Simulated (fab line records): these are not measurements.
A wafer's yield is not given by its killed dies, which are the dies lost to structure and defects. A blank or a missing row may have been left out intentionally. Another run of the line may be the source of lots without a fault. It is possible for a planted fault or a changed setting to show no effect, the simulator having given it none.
Problem report, 8D (eight disciplines) form, completed by code -- flow sky130 -- the parts of the form that need people (team, actions taken, sign-off) are left out

== 1. THE ISSUE ==
Mean of oesProductAu at SKY_FIELD_ISO_ETCH_14: 0.918 a.u. across 6 wafers in 2 lots; on wafers with no fault it is 0.856 a.u. (standard deviation 0.0049). Measured from the usual mean, that is +13 standard deviations.
The step: etches BARC in N2/H2, stops on SiO2, time 45.9 s, target depth 60 nm.
The first sign was on wafer L334.1 at day 5 15:21, on rieDiel-03. The record holds 36 wafers of 12 lots with a number at this step. The rule behind "out" and "out of limits": a value lying over 4 standard deviations away from the usual mean. The other wafers with a number count as sound.

== 2. WHAT IT IS, WHAT IT ISN'T ==
question,is,is not
which readings at this step,"oesProductAu, runLengthS","drypumpMotorCurrentA, throttleValvePct"
which lots,"L334, L335","L318, L321, L322, L323, L324, L328, L331, L338, L339, L341"
which wafers of those lots,all that have a number,-
read on which tools,rieDiel-03,rieDiel-01
when,from day 5 15:21,"up to then (21 sound wafers); but 9 sound wafers of L338, L339, L341 came after"

== 3. WHAT RULES OUT EACH SUSPECT ==
Counting: any tool at a process step up to the reading is kept as a suspect provided that every lot that is out went through it and no sound lot did after the first of them.
- rieDiel-03 at SKY_FIELD_ISO_ETCH_14 (etches BARC in N2/H2, stops on SiO2, time 45.9 s, target depth 60 nm): kept. It ran every lot that is out, first L334 (day 5 15:21), and no sound lot after that; its last sound lot up to then is L331 (day 4 23:28). Out on those wafers are its own readings of oesProductAu, runLengthS.
The count leaves rieDiel-03 at SKY_FIELD_ISO_ETCH_14.

== 4. THE CAUSE (what the simulator had put in) ==
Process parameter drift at SKY_FIELD_ISO_ETCH_14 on rieDiel-03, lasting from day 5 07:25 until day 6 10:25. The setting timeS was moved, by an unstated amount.
This tool alone remained once counting was done.

== 5. SEQUENCE OF EFFECTS, ordered by route ==
One row per reading whose mean, taken over the struck wafers that have a number, lies over 3 standard deviations from the usual. Only readings for which the record gives a usual standard deviation are gone through. hours: the time from each lot's start at the first step in this table that gives one to its start at this step, as a median over the lots. sigmas: the change in usual standard deviations.
hours,step,reading,usual,on struck wafers,change,sigmas
0,SKY_FIELD_ISO_ETCH_14,oesProductAu,0.856 a.u.,0.918,+0.062,+13
0,SKY_FIELD_ISO_ETCH_14,runLengthS,74.3 s,71.0,-3.3,-8.6
Its process steps:
- SKY_FIELD_ISO_ETCH_14: etches BARC in N2/H2, stops on SiO2, time 45.9 s, target depth 60 nm.
Later steps that measure or inspect, where all struck wafers having a row at the step show a number for every such reading and not one has moved that far: SKY_VT_ADJUST_HVTP_TW_MEAS_11.

== 6. HOW IT WOULD HAVE BEEN CAUGHT EARLIER ==
In this record the first reading out of limits was taken at day 5 15:21, 8 hours after the fault began at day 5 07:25.
